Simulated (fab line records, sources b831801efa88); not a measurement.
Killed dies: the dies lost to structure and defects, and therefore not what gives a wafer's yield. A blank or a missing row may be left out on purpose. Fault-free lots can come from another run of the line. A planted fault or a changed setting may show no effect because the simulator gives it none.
2 desks, one fault | flow gf180mcu | every desk sees just its own numbers, and what lay behind them comes last

## THE TOOL OWNER'S DESK: pecvd-03
The tool's own readings at GF_MIM_CVD_05 (deposits Si3N4, target thk 42 nm, time 29.086 s): means of the sampled wafers that have a number, for each lot that ran on this tool. Marked OUT: a lot whose mean sits more than 4 standard deviations from the usual mean, which makes it out of limits; the brackets give that distance.
Columns: A = heater_power_w at GF_MIM_CVD_05, usual 634 W; B = susceptor_temp_C at GF_MIM_CVD_05, usual 384.98 C; C = temp_max_c at GF_MIM_CVD_05, usual 399.96 C
lot  | first seen here | A   | B      | C
L337 | day 25 03:06    | 582 | 385.02 | 399.86
L338 | day 25 12:57    | 745 | 384.81 | 400.06
L339 | day 25 19:14    | 712 | 384.64 | 400.05
L340 | day 26 00:37    | 687 | 385.18 | 399.92
L342 | day 26 22:44    | 738 | 384.95 | 399.93
This desk's verdict: no lot among the 5 shows anything out of limits.

## FROM THE METROLOGY DESK
What the gauges read, lot by lot, whatever tool the lot ran on: means of the sampled wafers that have a number. Marked OUT: a lot whose mean sits more than 4 standard deviations from the usual mean, which makes it out of limits; the brackets give that distance.
Columns: A = MIM_CVD_05_THK at GF_MIM_THK_MEAS_06, usual 42.0 nm
lot  | first seen here | A
L334 | day 24 08:29    | 41.8
L337 | day 25 03:10    | 42.9
L338 | day 25 12:59    | 42.8
L339 | day 25 19:16    | 42.6
L340 | day 26 00:40    | 42.4
L341 | day 26 13:44    | 42.1
L342 | day 26 22:47    | 43.2
L354 | day 30 07:57    | 42.2
L355 | day 30 16:09    | 41.4
L356 | day 30 17:39    | 41.8
L357 | day 31 05:10    | 41.4
This desk's verdict: no lot among the 11 shows anything out of limits.

## BROUGHT TOGETHER
The tool owner's desk saw nothing out of limits.
Nothing out of limits was seen by the metrology desk.

## WHAT THE SIMULATOR PUT IN
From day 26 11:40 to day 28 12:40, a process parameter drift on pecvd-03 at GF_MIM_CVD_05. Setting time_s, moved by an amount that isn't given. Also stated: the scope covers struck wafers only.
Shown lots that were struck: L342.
